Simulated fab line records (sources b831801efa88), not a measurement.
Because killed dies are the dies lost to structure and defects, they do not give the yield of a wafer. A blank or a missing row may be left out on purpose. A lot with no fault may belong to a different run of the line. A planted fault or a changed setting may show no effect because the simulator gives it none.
fab line records | flow gf180mcu
record: lots: 24 | wafers: 72 | lastDay: 34
route steps=602 shown MVPSD@89 M1@319 V1@340 M2@367 MIM@510 M5@534
lots with no fault: from the same line, run without faults
startH: hours from the record's opening day to when the first of the lot's shown wafers began | waitH: hours elapsed since this lot's preceding step | " as in the row above | L1.1+2: one row covering several wafers at once | - either no value or no given start | * or withheld: withheld | < > ~ a bound
route shown NAME@n: names a module that has steps shown in the file, with the first one's number in the route | usual: mean and standard deviation over wafers with no fault | same: alike in all rows | chamber/n: place in a boat | sites: per-site readings | _std_site: standard deviation of those values | _edge_site: inner sites' mean taken away from outer sites' mean | radiusMm: how far each site lies from the wafer's centre | mask NAME#n: copy n | behind: the most recent tool/chamber to have shaped the wafer | hold: cause of the lot's hold/its duration in hours/its outcome | device: transistor that didn't switch, given as n, p or np | end of line: the same wafers' tests at the end of the route | step lacking rows: just its recipe | killed: dies that structure and defects cost at the first sort, which is not the same as the wafer's yield | map: per-die view of a wafer (x killed, . not killed, _ where there is no die)
set.NAME: the run value of the setting; set.NAME@STEP: its run value at that earlier step | model.NAME: the simulator's own value behind a step, which no gauge read
the route's steps for a sample of lots (tables are steps, rows are wafers)
services: a tool's chamber out of use, with start hour (startH, from the record's first day; less than 0 if before it), hours out, and reason
== steps ==
step: GF_MVPSD_TW_MEAS_11
usual: MVPSD_TW: 556/8.4
lot.wafer | tool         | chamber | startH | waitH | MVPSD_TW
L074.1    | filmMetro-04 | -       | 96.88  | 0.1   | 552
L074.5    | "            | -       | "      | "     | 552
L074.6    | "            | -       | "      | "     | 554
L075.1    | filmMetro-04 | -       | 105.32 | 0.1   | 551
L075.2    | "            | -       | "      | "     | 550
L075.5    | "            | -       | "      | "     | 554
L076.1    | filmMetro-04 | -       | 109.03 | 0.1   | 549
L076.3    | "            | -       | "      | "     | 553
L076.5    | "            | -       | "      | "     | 553
L077.2    | filmMetro-03 | -       | 114.88 | 0.1   | 547
L077.3    | "            | -       | "      | "     | 548
L077.6    | "            | -       | "      | "     | 548
L078.1    | filmMetro-04 | -       | 119.93 | 0.1   | 554
L078.3    | "            | -       | "      | "     | 552
L078.6    | "            | -       | "      | "     | 554
L079.1    | filmMetro-03 | -       | 125.45 | 0.1   | 549
L079.2    | "            | -       | "      | "     | 549
L079.6    | "            | -       | "      | "     | 546
L080.1    | filmMetro-01 | -       | 133.18 | 0.1   | 567
L080.5    | "            | -       | "      | "     | 569
L080.6    | "            | -       | "      | "     | 565
L081.2    | filmMetro-01 | -       | 143.54 | 0.1   | 567
L081.4    | "            | -       | "      | "     | 567
L081.5    | "            | -       | "      | "     | 569
L082.1    | filmMetro-01 | -       | 147.22 | 0.1   | 570
L082.4    | "            | -       | "      | "     | 571
L082.6    | "            | -       | "      | "     | 569
L083.2    | filmMetro-03 | -       | 151.16 | 0.1   | 552
L083.3    | "            | -       | "      | "     | 546
L083.6    | "            | -       | "      | "     | 550
L084.1    | filmMetro-03 | -       | 155.80 | 0.1   | 551
L084.3    | "            | -       | "      | "     | 548
L084.6    | "            | -       | "      | "     | 550
L085.3    | filmMetro-04 | -       | 163.47 | 0.1   | 551
L085.5    | "            | -       | "      | "     | 550
L085.6    | "            | -       | "      | "     | 549
L086.1    | filmMetro-01 | -       | 168.13 | 0.1   | 567
L086.3    | "            | -       | "      | "     | 568
L086.6    | "            | -       | "      | "     | 566
L087.1    | filmMetro-01 | -       | 173.52 | 0.1   | 570
L087.3    | "            | -       | "      | "     | 565
L087.4    | "            | -       | "      | "     | 569
L088.2    | filmMetro-04 | -       | 180.11 | 0.1   | 552
L088.3    | "            | -       | "      | "     | 554
L088.6    | "            | -       | "      | "     | 552
L089.1    | filmMetro-03 | -       | 187.12 | 0.1   | 547
L089.4    | "            | -       | "      | "     | 549
L089.5    | "            | -       | "      | "     | 546
L090.1    | filmMetro-01 | -       | 191.32 | 0.1   | 569
L090.2    | "            | -       | "      | "     | 565
L090.6    | "            | -       | "      | "     | 568
L091.3    | filmMetro-03 | -       | 198.84 | 0.1   | 548
L091.5    | "            | -       | "      | "     | 549
L091.6    | "            | -       | "      | "     | 546
L092.1    | filmMetro-01 | -       | 210.22 | 0.1   | 568
L092.2    | "            | -       | "      | "     | 568
L092.6    | "            | -       | "      | "     | 569
L093.2    | filmMetro-03 | -       | 211.71 | 0.1   | 547
L093.5    | "            | -       | "      | "     | 548
L093.6    | "            | -       | "      | "     | 549
L094.3    | filmMetro-04 | -       | 220.12 | 0.1   | 554
L094.4    | "            | -       | "      | "     | 553
L094.6    | "            | -       | "      | "     | 553
L096.1    | filmMetro-04 | -       | 229.98 | 0.1   | 552
L096.4    | "            | -       | "      | "     | 551
L096.5    | "            | -       | "      | "     | 550
L095.2    | filmMetro-01 | -       | 230.34 | 0.1   | 562
L095.3    | "            | -       | "      | "     | 564
L095.6    | "            | -       | "      | "     | 565
L097.1    | filmMetro-03 | -       | 235.55 | 0.1   | 551
L097.4    | "            | -       | "      | "     | 550
L097.6    | "            | -       | "      | "     | 551
step: GF_M1_SPUTTER_04
recipe: material: TiN | targetThkNm: 50 | powerW: 6500 | timeS: 41.7 | chamberPressurePa: 0.4
usual: throttleValvePct: 29.7/0.81
lot.wafer | tool          | chamber | startH | waitH | throttleValvePct
L074.1    | pvdSputter-01 | -       | 365.22 | 0.0   | 30.7
L074.5    | "             | -       | "      | "     | 29.8
L074.6    | "             | -       | "      | "     | 29.9
L075.1    | pvdSputter-03 | -       | 378.56 | 0.0   | 28.4
L075.2    | "             | -       | "      | "     | 30.1
L075.5    | "             | -       | "      | "     | 30.1
L076.1    | pvdSputter-01 | -       | 383.32 | 0.0   | 30.4
L076.3    | "             | -       | "      | "     | 29.9
L076.5    | "             | -       | "      | "     | 28.3
L077.2    | pvdSputter-04 | -       | 395.11 | 0.0   | 29.6
L077.3    | "             | -       | "      | "     | 31.0
L077.6    | "             | -       | "      | "     | 31.4
L078.1    | pvdSputter-01 | -       | 402.21 | 0.0   | 29.7
L078.3    | "             | -       | "      | "     | 30.6
L078.6    | "             | -       | "      | "     | 30.1
L079.1    | pvdSputter-03 | -       | 410.02 | 0.0   | 29.8
L079.2    | "             | -       | "      | "     | 29.8
L079.6    | "             | -       | "      | "     | 28.9
L080.1    | pvdSputter-01 | -       | 419.67 | 0.0   | 30.5
L080.5    | "             | -       | "      | "     | 30.3
L080.6    | "             | -       | "      | "     | 28.0
L081.2    | pvdSputter-01 | -       | 437.41 | 0.0   | 29.7
L081.4    | "             | -       | "      | "     | 30.1
L081.5    | "             | -       | "      | "     | 28.2
L082.1    | pvdSputter-04 | -       | 444.07 | 0.0   | 28.9
L082.4    | "             | -       | "      | "     | 31.2
L082.6    | "             | -       | "      | "     | 29.0
L083.2    | pvdSputter-01 | -       | 452.42 | 0.0   | 30.6
L083.3    | "             | -       | "      | "     | 28.2
L083.6    | "             | -       | "      | "     | 28.4
L084.1    | pvdSputter-04 | -       | 455.61 | 0.0   | 29.8
L084.3    | "             | -       | "      | "     | 29.7
L084.6    | "             | -       | "      | "     | 31.0
L085.3    | pvdSputter-03 | -       | 468.11 | 0.0   | 30.1
L085.5    | "             | -       | "      | "     | 29.8
L085.6    | "             | -       | "      | "     | 30.0
L086.1    | pvdSputter-04 | -       | 471.61 | 0.0   | 29.8
L086.3    | "             | -       | "      | "     | 31.0
L086.6    | "             | -       | "      | "     | 31.0
L087.1    | pvdSputter-04 | -       | 481.23 | 0.0   | 29.9
L087.3    | "             | -       | "      | "     | 29.9
L087.4    | "             | -       | "      | "     | 28.8
L088.2    | pvdSputter-03 | -       | 491.19 | 0.0   | 29.9
L088.3    | "             | -       | "      | "     | 29.6
L088.6    | "             | -       | "      | "     | 29.9
L089.1    | pvdSputter-01 | -       | 500.34 | 0.0   | 30.4
L089.4    | "             | -       | "      | "     | 30.0
L089.5    | "             | -       | "      | "     | 30.1
L090.1    | pvdSputter-03 | -       | 505.77 | 0.0   | 29.7
L090.2    | "             | -       | "      | "     | 30.0
L090.6    | "             | -       | "      | "     | 29.7
L091.3    | pvdSputter-01 | -       | 514.21 | 0.0   | 30.5
L091.5    | "             | -       | "      | "     | 30.7
L091.6    | "             | -       | "      | "     | 29.9
L092.1    | pvdSputter-04 | -       | 533.35 | 0.0   | 31.0
L092.2    | "             | -       | "      | "     | 29.7
L092.6    | "             | -       | "      | "     | 31.1
L093.2    | pvdSputter-01 | -       | 534.57 | 0.0   | 28.5
L093.5    | "             | -       | "      | "     | 30.6
L093.6    | "             | -       | "      | "     | 28.4
L094.3    | pvdSputter-01 | -       | 540.67 | 0.0   | 28.4
L094.4    | "             | -       | "      | "     | 30.7
L094.6    | "             | -       | "      | "     | 29.8
L096.1    | pvdSputter-04 | -       | 554.04 | 0.0   | 29.1
L096.4    | "             | -       | "      | "     | 31.2
L096.5    | "             | -       | "      | "     | 28.9
L095.2    | pvdSputter-03 | -       | 557.24 | 0.0   | 29.0
L095.3    | "             | -       | "      | "     | 29.9
L095.6    | "             | -       | "      | "     | 29.8
L097.1    | pvdSputter-01 | -       | 563.11 | 0.0   | 30.2
L097.4    | "             | -       | "      | "     | 28.4
L097.6    | "             | -       | "      | "     | 30.6
step: GF_V1_BOW_MEAS_05
recipe: mode: bow
usual: V1_BOW: 80/7.1
lot.wafer | tool         | chamber | startH | waitH | V1_BOW[um]
L074.1    | filmMetro-02 | -       | 390.26 | 0.1   | 65
L074.5    | "            | -       | "      | "     | 76
L074.6    | "            | -       | "      | "     | 84
L075.1    | filmMetro-04 | -       | 403.08 | 0.2   | 82
L075.2    | "            | -       | "      | "     | 83
L075.5    | "            | -       | "      | "     | 84
L076.1    | filmMetro-04 | -       | 408.00 | 0.2   | 89
L076.3    | "            | -       | "      | "     | 81
L076.5    | "            | -       | "      | "     | 78
L077.2    | filmMetro-04 | -       | 419.92 | 0.2   | 68
L077.3    | "            | -       | "      | "     | 91
L077.6    | "            | -       | "      | "     | 76
L078.1    | filmMetro-01 | -       | 427.14 | 0.1   | 74
L078.3    | "            | -       | "      | "     | 80
L078.6    | "            | -       | "      | "     | 76
L079.1    | filmMetro-02 | -       | 435.41 | 0.1   | 79
L079.2    | "            | -       | "      | "     | 93
L079.6    | "            | -       | "      | "     | 85
L080.1    | filmMetro-01 | -       | 445.25 | 0.1   | 81
L080.5    | "            | -       | "      | "     | 83
L080.6    | "            | -       | "      | "     | 91
L081.2    | filmMetro-02 | -       | 463.69 | 0.3   | 79
L081.4    | "            | -       | "      | "     | 74
L081.5    | "            | -       | "      | "     | 76
L082.1    | filmMetro-01 | -       | 469.55 | 0.1   | 80
L082.4    | "            | -       | "      | "     | 76
L082.6    | "            | -       | "      | "     | 77
L083.2    | filmMetro-01 | -       | 479.86 | 0.2   | 71
L083.3    | "            | -       | "      | "     | 69
L083.6    | "            | -       | "      | "     | 78
L084.1    | filmMetro-01 | -       | 481.34 | 0.1   | 84
L084.3    | "            | -       | "      | "     | 71
L084.6    | "            | -       | "      | "     | 75
L085.3    | filmMetro-01 | -       | 493.10 | 0.2   | 86
L085.5    | "            | -       | "      | "     | 83
L085.6    | "            | -       | "      | "     | 71
L086.1    | filmMetro-04 | -       | 496.86 | 0.2   | 86
L086.3    | "            | -       | "      | "     | 91
L086.6    | "            | -       | "      | "     | 93
L087.1    | filmMetro-01 | -       | 506.33 | 0.1   | 72
L087.3    | "            | -       | "      | "     | 72
L087.4    | "            | -       | "      | "     | 71
L088.2    | filmMetro-01 | -       | 516.39 | 0.2   | 73
L088.3    | "            | -       | "      | "     | 76
L088.6    | "            | -       | "      | "     | 78
L089.1    | filmMetro-04 | -       | 524.82 | 0.2   | 64
L089.4    | "            | -       | "      | "     | 64
L089.5    | "            | -       | "      | "     | 72
L090.1    | filmMetro-01 | -       | 530.16 | 0.1   | 86
L090.2    | "            | -       | "      | "     | 91
L090.6    | "            | -       | "      | "     | 75
L091.3    | filmMetro-01 | -       | 537.80 | 0.3   | 79
L091.5    | "            | -       | "      | "     | 89
L091.6    | "            | -       | "      | "     | 75
L092.1    | filmMetro-01 | -       | 557.35 | 0.2   | 83
L092.2    | "            | -       | "      | "     | 83
L092.6    | "            | -       | "      | "     | 83
L093.2    | filmMetro-02 | -       | 558.44 | 0.3   | 81
L093.5    | "            | -       | "      | "     | 81
L093.6    | "            | -       | "      | "     | 89
L094.3    | filmMetro-04 | -       | 564.22 | 0.4   | 93
L094.4    | "            | -       | "      | "     | 72
L094.6    | "            | -       | "      | "     | 76
L096.1    | filmMetro-02 | -       | 577.87 | 0.2   | 81
L096.4    | "            | -       | "      | "     | 84
L096.5    | "            | -       | "      | "     | 77
L095.2    | filmMetro-01 | -       | 580.17 | 0.2   | 75
L095.3    | "            | -       | "      | "     | 79
L095.6    | "            | -       | "      | "     | 82
L097.1    | filmMetro-04 | -       | 587.45 | 0.2   | 85
L097.4    | "            | -       | "      | "     | 77
L097.6    | "            | -       | "      | "     | 84
step: GF_M2_RS_MEAS_05
recipe: thkMeasGauge: four-point-probe | reads: TiN_of_M2_SPUTTER_04+Ti_of_M2_SPUTTER_03+AlCu_of_M2_SPUTTER_02+TiN_of_M2_SPUTTER_01+Ti_of_M2_SPUTTER_00
usual: M2_ALCU_RS: 0.0702/0.00073
lot.wafer | tool         | chamber | startH | waitH | M2_ALCU_RS[ohm/sq]
L074.1    | filmMetro-02 | -       | 415.46 | 0.0   | 0.0715
L074.5    | "            | -       | "      | "     | 0.0709
L074.6    | "            | -       | "      | "     | 0.0698
L075.1    | filmMetro-03 | -       | 428.47 | 0.0   | 0.0694
L075.2    | "            | -       | "      | "     | 0.0687
L075.5    | "            | -       | "      | "     | 0.0687
L076.1    | filmMetro-03 | -       | 433.90 | 0.0   | 0.0704
L076.3    | "            | -       | "      | "     | 0.0698
L076.5    | "            | -       | "      | "     | 0.0705
L077.2    | filmMetro-01 | -       | 445.79 | 0.0   | 0.0702
L077.3    | "            | -       | "      | "     | 0.0711
L077.6    | "            | -       | "      | "     | 0.0707
L078.1    | filmMetro-01 | -       | 453.57 | 0.0   | 0.0700
L078.3    | "            | -       | "      | "     | 0.0694
L078.6    | "            | -       | "      | "     | 0.0696
L079.1    | filmMetro-03 | -       | 461.39 | 0.0   | 0.0714
L079.2    | "            | -       | "      | "     | 0.0709
L079.6    | "            | -       | "      | "     | 0.0710
L080.1    | filmMetro-02 | -       | 471.08 | 0.0   | 0.0689
L080.5    | "            | -       | "      | "     | 0.0688
L080.6    | "            | -       | "      | "     | 0.0696
L081.2    | filmMetro-02 | -       | 489.94 | 0.0   | 0.0703
L081.4    | "            | -       | "      | "     | 0.0711
L081.5    | "            | -       | "      | "     | 0.0713
L082.1    | filmMetro-01 | -       | 495.36 | 0.0   | 0.0698
L082.4    | "            | -       | "      | "     | 0.0690
L082.6    | "            | -       | "      | "     | 0.0700
L083.2    | filmMetro-03 | -       | 505.63 | 0.0   | 0.0696
L083.3    | "            | -       | "      | "     | 0.0710
L083.6    | "            | -       | "      | "     | 0.0707
L084.1    | filmMetro-01 | -       | 507.20 | 0.0   | 0.0692
L084.3    | "            | -       | "      | "     | 0.0705
L084.6    | "            | -       | "      | "     | 0.0705
L085.3    | filmMetro-02 | -       | 517.58 | 0.1   | 0.0717
L085.5    | "            | -       | "      | "     | 0.0705
L085.6    | "            | -       | "      | "     | 0.0713
L086.1    | filmMetro-03 | -       | 521.94 | 0.0   | 0.0697
L086.3    | "            | -       | "      | "     | 0.0698
L086.6    | "            | -       | "      | "     | 0.0701
L087.1    | filmMetro-03 | -       | 531.53 | 0.0   | 0.0708
L087.3    | "            | -       | "      | "     | 0.0714
L087.4    | "            | -       | "      | "     | 0.0718
L088.2    | filmMetro-01 | -       | 540.97 | 0.0   | 0.0698
L088.3    | "            | -       | "      | "     | 0.0694
L088.6    | "            | -       | "      | "     | 0.0706
L089.1    | filmMetro-03 | -       | 549.80 | 0.0   | 0.0703
L089.4    | "            | -       | "      | "     | 0.0699
L089.5    | "            | -       | "      | "     | 0.0697
L090.1    | filmMetro-01 | -       | 558.64 | 0.0   | 0.0699
L090.2    | "            | -       | "      | "     | 0.0704
L090.6    | "            | -       | "      | "     | 0.0703
L091.3    | filmMetro-03 | -       | 562.19 | 0.1   | 0.0708
L091.5    | "            | -       | "      | "     | 0.0707
L091.6    | "            | -       | "      | "     | 0.0696
L092.1    | filmMetro-01 | -       | 580.97 | 0.0   | 0.0698
L092.2    | "            | -       | "      | "     | 0.0697
L092.6    | "            | -       | "      | "     | 0.0697
L093.2    | filmMetro-02 | -       | 581.91 | 0.0   | 0.0702
L093.5    | "            | -       | "      | "     | 0.0704
L093.6    | "            | -       | "      | "     | 0.0706
L094.3    | filmMetro-02 | -       | 587.40 | 0.1   | 0.0699
L094.4    | "            | -       | "      | "     | 0.0710
L094.6    | "            | -       | "      | "     | 0.0697
L096.1    | filmMetro-03 | -       | 601.39 | 0.0   | 0.0700
L096.4    | "            | -       | "      | "     | 0.0700
L096.5    | "            | -       | "      | "     | 0.0710
L095.2    | filmMetro-02 | -       | 603.46 | 0.0   | 0.0703
L095.3    | "            | -       | "      | "     | 0.0703
L095.6    | "            | -       | "      | "     | 0.0704
L097.1    | filmMetro-01 | -       | 610.70 | 0.0   | 0.0698
L097.4    | "            | -       | "      | "     | 0.0698
L097.6    | "            | -       | "      | "     | 0.0705
step: GF_MIM_SPUTTER_07
recipe: material: TiN | targetThkNm: 60 | powerW: 6500 | timeS: 50 | chamberPressurePa: 0.4
usual: throttleValvePct: 29.7/0.8
lot.wafer | tool          | chamber | startH | waitH | throttleValvePct
L074.1    | pvdSputter-01 | -       | 565.61 | 0.1   | 28.2
L074.5    | "             | -       | "      | "     | 30.2
L074.6    | "             | -       | "      | "     | 28.2
L075.1    | pvdSputter-03 | -       | 578.88 | 0.1   | 29.9
L075.2    | "             | -       | "      | "     | 29.8
L075.5    | "             | -       | "      | "     | 29.7
L076.1    | pvdSputter-04 | -       | 582.96 | 0.1   | 28.9
L076.3    | "             | -       | "      | "     | 31.1
L076.5    | "             | -       | "      | "     | 28.8
L077.2    | pvdSputter-04 | -       | 593.06 | 0.0   | 28.6
L077.3    | "             | -       | "      | "     | 29.9
L077.6    | "             | -       | "      | "     | 29.0
L078.1    | pvdSputter-04 | -       | 601.05 | 0.1   | 28.9
L078.3    | "             | -       | "      | "     | 31.2
L078.6    | "             | -       | "      | "     | 28.9
L079.1    | pvdSputter-01 | -       | 607.76 | 0.1   | 29.9
L079.2    | "             | -       | "      | "     | 28.2
L079.6    | "             | -       | "      | "     | 30.0
L080.1    | pvdSputter-01 | -       | 615.01 | 0.1   | 28.2
L080.5    | "             | -       | "      | "     | 30.4
L080.6    | "             | -       | "      | "     | 28.2
L081.2    | pvdSputter-04 | -       | 631.43 | 0.0   | 29.0
L081.4    | "             | -       | "      | "     | 29.9
L081.5    | "             | -       | "      | "     | 31.2
L082.1    | pvdSputter-03 | -       | 635.05 | 0.1   | 29.8
L082.4    | "             | -       | "      | "     | 29.8
L082.6    | "             | -       | "      | "     | 28.8
L083.2    | pvdSputter-01 | -       | 643.36 | 0.0   | 30.1
L083.3    | "             | -       | "      | "     | 28.3
L083.6    | "             | -       | "      | "     | 29.8
L084.1    | pvdSputter-04 | -       | 647.08 | 0.1   | 29.7
L084.3    | "             | -       | "      | "     | 31.0
L084.6    | "             | -       | "      | "     | 29.7
L085.3    | pvdSputter-04 | -       | 657.12 | 0.0   | 30.1
L085.5    | "             | -       | "      | "     | 29.0
L085.6    | "             | -       | "      | "     | 30.2
L086.1    | pvdSputter-01 | -       | 659.95 | 0.1   | 30.1
L086.3    | "             | -       | "      | "     | 28.3
L086.6    | "             | -       | "      | "     | 28.3
L087.1    | pvdSputter-04 | -       | 667.26 | 0.1   | 31.2
L087.3    | "             | -       | "      | "     | 29.7
L087.4    | "             | -       | "      | "     | 30.0
L088.2    | pvdSputter-03 | -       | 678.98 | 0.0   | 29.8
L088.3    | "             | -       | "      | "     | 29.7
L088.6    | "             | -       | "      | "     | 30.0
L089.1    | pvdSputter-01 | -       | 683.46 | 0.1   | 29.9
L089.4    | "             | -       | "      | "     | 29.9
L089.5    | "             | -       | "      | "     | 29.9
L090.1    | pvdSputter-03 | -       | 691.63 | 0.1   | 29.8
L090.2    | "             | -       | "      | "     | 28.9
L090.6    | "             | -       | "      | "     | 29.8
L091.3    | pvdSputter-01 | -       | 693.48 | 0.0   | 30.3
L091.5    | "             | -       | "      | "     | 28.1
L091.6    | "             | -       | "      | "     | 30.1
L092.1    | pvdSputter-01 | -       | 710.90 | 0.1   | 30.0
L092.2    | "             | -       | "      | "     | 28.6
L092.6    | "             | -       | "      | "     | 29.9
L093.2    | pvdSputter-01 | -       | 711.81 | 0.0   | 30.1
L093.5    | "             | -       | "      | "     | 28.2
L093.6    | "             | -       | "      | "     | 29.8
L094.3    | pvdSputter-04 | -       | 714.24 | 0.0   | 30.4
L094.4    | "             | -       | "      | "     | 30.9
L094.6    | "             | -       | "      | "     | 29.8
L096.1    | pvdSputter-01 | -       | 726.19 | 0.1   | 30.9
L096.4    | "             | -       | "      | "     | 29.6
L096.5    | "             | -       | "      | "     | 30.6
L095.2    | pvdSputter-03 | -       | 728.80 | 0.0   | 29.9
L095.3    | "             | -       | "      | "     | 29.1
L095.6    | "             | -       | "      | "     | 29.8
L097.1    | pvdSputter-04 | -       | 734.60 | 0.1   | 29.9
L097.4    | "             | -       | "      | "     | 31.2
L097.6    | "             | -       | "      | "     | 30.0
step: GF_M5_OVL_MEAS_08
usual: M5_OVL: 4/5.3
lot.wafer | tool       | chamber | startH | waitH | M5_OVL[nm]
L074.1    | overlay-02 | -       | 609.55 | 0.1   | 2
L074.5    | "          | -       | "      | "     | 2
L074.6    | "          | -       | "      | "     | 5
L075.1    | overlay-02 | -       | 621.83 | 0.1   | 2
L075.2    | "          | -       | "      | "     | 3
L075.5    | "          | -       | "      | "     | 2
L076.1    | overlay-01 | -       | 626.03 | 0.1   | 3
L076.3    | "          | -       | "      | "     | 5
L076.5    | "          | -       | "      | "     | 9
L077.2    | overlay-01 | -       | 634.30 | 0.1   | 4
L077.3    | "          | -       | "      | "     | 2
L077.6    | "          | -       | "      | "     | 9
L078.1    | overlay-01 | -       | 641.90 | 0.1   | 12
L078.3    | "          | -       | "      | "     | 6
L078.6    | "          | -       | "      | "     | 11
L079.1    | overlay-02 | -       | 649.35 | 0.1   | -3
L079.2    | "          | -       | "      | "     | 0
L079.6    | "          | -       | "      | "     | 1
L080.1    | overlay-02 | -       | 655.83 | 0.1   | -2
L080.5    | "          | -       | "      | "     | 0
L080.6    | "          | -       | "      | "     | 2
L081.2    | overlay-02 | -       | 671.57 | 0.1   | 5
L081.4    | "          | -       | "      | "     | 3
L081.5    | "          | -       | "      | "     | -6
L082.1    | overlay-02 | -       | 674.52 | 0.1   | 11
L082.4    | "          | -       | "      | "     | 2
L082.6    | "          | -       | "      | "     | 11
L083.2    | overlay-01 | -       | 682.73 | 0.1   | -2
L083.3    | "          | -       | "      | "     | 10
L083.6    | "          | -       | "      | "     | 3
L084.1    | overlay-02 | -       | 684.97 | 0.1   | -1
L084.3    | "          | -       | "      | "     | 3
L084.6    | "          | -       | "      | "     | -2
L085.3    | overlay-01 | -       | 696.39 | 0.1   | 4
L085.5    | "          | -       | "      | "     | 1
L085.6    | "          | -       | "      | "     | -5
L086.1    | overlay-01 | -       | 698.77 | 0.1   | -1
L086.3    | "          | -       | "      | "     | -4
L086.6    | "          | -       | "      | "     | 10
L087.1    | overlay-02 | -       | 705.70 | 0.1   | 0
L087.3    | "          | -       | "      | "     | 7
L087.4    | "          | -       | "      | "     | 12
L088.2    | overlay-02 | -       | 717.28 | 0.1   | -4
L088.3    | "          | -       | "      | "     | 1
L088.6    | "          | -       | "      | "     | -2
L089.1    | overlay-01 | -       | 720.72 | 0.1   | 1
L089.4    | "          | -       | "      | "     | 5
L089.5    | "          | -       | "      | "     | -10
L090.1    | overlay-02 | -       | 728.47 | 0.1   | 2
L090.2    | "          | -       | "      | "     | 2
L090.6    | "          | -       | "      | "     | 4
L091.3    | overlay-01 | -       | 730.14 | 0.1   | 16
L091.5    | "          | -       | "      | "     | 14
L091.6    | "          | -       | "      | "     | 5
L092.1    | overlay-02 | -       | 746.28 | 0.1   | 8
L092.2    | "          | -       | "      | "     | 16
L092.6    | "          | -       | "      | "     | 17
L093.2    | overlay-02 | -       | 746.88 | 0.1   | 3
L093.5    | "          | -       | "      | "     | -1
L093.6    | "          | -       | "      | "     | 11
L094.3    | overlay-01 | -       | 750.04 | 0.1   | 4
L094.4    | "          | -       | "      | "     | 4
L094.6    | "          | -       | "      | "     | 1
L096.1    | overlay-02 | -       | 761.10 | 0.1   | -1
L096.4    | "          | -       | "      | "     | 1
L096.5    | "          | -       | "      | "     | 6
L095.2    | overlay-02 | -       | 763.08 | 0.1   | 5
L095.3    | "          | -       | "      | "     | 1
L095.6    | "          | -       | "      | "     | 6
L097.1    | overlay-01 | -       | 768.77 | 0.1   | -5
L097.4    | "          | -       | "      | "     | 3
L097.6    | "          | -       | "      | "     | 0
== services ==
tool          | chamber | startH | hours | kind
pvdSputter-04 | -       | 362.12 | 0.8   | repair
pvdSputter-04 | -       | 369.17 | 2.0   | repair
pvdSputter-04 | 0       | 388.49 | -     | consumableReplace:kit
pvdSputter-04 | 0       | 388.49 | 18.0  | scheduledDown
pvdSputter-04 | 0       | 388.49 | 18.0  | ventCycle
pvdSputter-01 | 1       | 397.39 | -     | consumableReplace:kit
pvdSputter-01 | 1       | 397.39 | 18.0  | scheduledDown
pvdSputter-01 | 1       | 397.39 | 18.0  | ventCycle
pvdSputter-01 | -       | 456.39 | 1.3   | repair
pvdSputter-01 | 0       | 563.15 | -     | consumableReplace:kit
pvdSputter-01 | 0       | 563.15 | 18.0  | scheduledDown
pvdSputter-01 | 0       | 563.15 | 18.0  | ventCycle
pvdSputter-01 | -       | 577.60 | 3.2   | repair
pvdSputter-04 | 3       | 583.06 | -     | consumableReplace:kit
pvdSputter-04 | 3       | 583.06 | 18.0  | scheduledDown
pvdSputter-04 | 3       | 583.06 | 18.0  | ventCycle
pvdSputter-03 | -       | 585.05 | 1.3   | repair
pvdSputter-04 | -       | 615.35 | 2.1   | repair
pvdSputter-03 | -       | 683.27 | 4.5   | repair
pvdSputter-04 | -       | 688.97 | 2.9   | repair
pvdSputter-04 | 2       | 693.69 | -     | consumableReplace:kit
pvdSputter-01 | 3       | 698.34 | -     | consumableReplace:kit
pvdSputter-01 | 3       | 698.34 | 18.0  | scheduledDown
pvdSputter-01 | 3       | 698.34 | 18.0  | ventCycle
== key ==
fault none
